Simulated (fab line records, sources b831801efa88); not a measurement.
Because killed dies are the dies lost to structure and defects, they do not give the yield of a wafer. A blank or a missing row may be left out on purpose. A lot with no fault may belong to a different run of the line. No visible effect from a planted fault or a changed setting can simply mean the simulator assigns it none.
Struck lot and sound lot, side by side | flow gf180mcu | 18 out of 602 route steps
Sound: the wafers L422.1, L422.3, L422.5. Struck: wafers L425.2, L425.3, L425.4. The cause is named last.
Per side, at each step with rows, come the tool, then ch with its chambers, and then its first start. Under that, the readings that differ: sound wafers | struck wafers | difference of the means | sigmas: that difference in standard deviations of wafers without a fault.
alike: a reading whose means differ by less than 2 such deviations, as well as words and numbers matching on both sides. not compared: withheld readings; readings where some wafer has no value; bounds like >300 that might hide an equal value; numbers whose values overlap and for which the record gives no deviation.
Wherever a step has rows on one side only, a row that says differs or no value, or a row with sigmas, the two part there. Numbers that have no deviation but don't overlap get no sigmas and don't part them. A reading missing from all wafers of one side parts the sides only when that side holds two or more wafers.

first, 3 steps without rows for these wafers: GF_V2_EXPOSE_11 (exposes mask Via2, target cd 260 nm); GF_V2_PEB_12 (peb time 90 s); GF_V2_DEVELOP_13 (develop time 60 s).
GF_V2_CD_MEAS_14: the cd target is 260 nm.
  sound: cd sem-02 at day 23 01:37; struck: cd sem-01 at day 23 20:08
  alike: cd nm
GF_V2_OVL_MEAS_15:
  sound: overlay-01 at day 23 01:44; struck: overlay-02 at day 23 20:14
  alike: V2_OVL
GF_V2_ETCH_16: etches BARC in N2/H2.
  sound on rie diel-03 ch 1,3, day 23 01:46; struck on rie diel-04 ch 1,2,3, day 23 20:16
  alike: drypump motor current A, n2 flow sccm, oes product au, throttle valve pct
then, 1 step without rows for these wafers: GF_V2_ETCH_17 (etches SiO2 in C4F8/O2/Ar, stops on TiN, target depth 630 nm).
GF_V2_STRIP_18: strips in O2/N2.
  sound on plasma asher-03 ch 0,1, day 23 01:54; struck on plasma asher-01 ch 0,1, day 23 20:24
  reading            | sound       | struck      | difference | sigmas
  heater power w (W) | 295 323 288 | 380 393 370 | +79        | +2
  alike: drypump motor current A, n2 flow sccm, oes product au
  not compared: rf hours counter h
then, 2 steps without rows for these wafers: GF_V2_STRIP_19 (strips in post etch residue remover, time 1200 s); GF_V2_CLEAN_20 (cleans in DIW).
GF_V2_SPUTTER_21: material Ti, target thk 15 nm, time 80.02 s.
  sound: pvd sputter-02 at day 23 02:28; struck: pvd sputter-04 at day 23 20:56
  alike: throttle valve pct
GF_V2_SPUTTER_22: material TiN, target thk 10 nm, time 40 s.
  sound: pvd sputter-02 at day 23 02:32; struck: pvd sputter-04 at day 23 20:59
  alike: throttle valve pct
GF_V2_CVD_23: deposits W, target thk 350 nm, time 104.94 s.
  sound on cvd w-01 ch 1, day 23 02:34; struck on cvd w-01 ch 0,1, day 23 21:02
  reading                          | sound             | struck            | difference | sigmas
  model.W_of_V2_CVD_23.thk nm (nm) | 343.9 343.5 342.9 | 611.6 614.9 619.7 | +272.0     |
  alike: heater power w
GF_V2_RS_MEAS_24: the measuring method here is four-point-probe.
  sound: film metro-01 at day 23 02:41; struck: film metro-01 at day 23 21:10
  reading          | sound             | struck            | difference | sigmas
  V2_W_RS (ohm/sq) | 0.333 0.333 0.333 | 0.186 0.185 0.184 | -0.148     | -41
GF_V2_THK_MEAS_25: measures by xrf.
  sound: film metro-01 at day 23 02:48; struck: film metro-01 at day 23 21:16
  reading       | sound       | struck | difference                    | sigmas
  V2_W_THK (nm) | 355 354 353 | - - -  | no value on the struck wafers |
GF_V2_CMP_26: polishes, stops on SiO2, t overpolish 15 s, target thk 0 nm.
  sound on cmp-01 ch 0,3, day 23 02:52; struck on cmp-01 ch 0,1,3, day 23 21:19
  reading                | sound    | struck      | difference | sigmas
  time to endpoint s (s) | 81 83 80 | 143 146 141 | +62        | +18
  alike: motor current A, platen rpm
GF_M3_SPUTTER_00: material Ti, target thk 37.5 nm, time 150 s.
  sound: pvd sputter-04 at day 23 03:10; struck: pvd sputter-01 at day 23 21:37
  alike: throttle valve pct
GF_PASSIVATION_PROBE_99:
  sound wafers here have rows in the record (prober-01, day 31 08:13); struck ones have none

WHERE THEY PART
Earliest at GF_V2_STRIP_18; latest, in this record, at GF_PASSIVATION_PROBE_99.

WHY: what the simulator had put in
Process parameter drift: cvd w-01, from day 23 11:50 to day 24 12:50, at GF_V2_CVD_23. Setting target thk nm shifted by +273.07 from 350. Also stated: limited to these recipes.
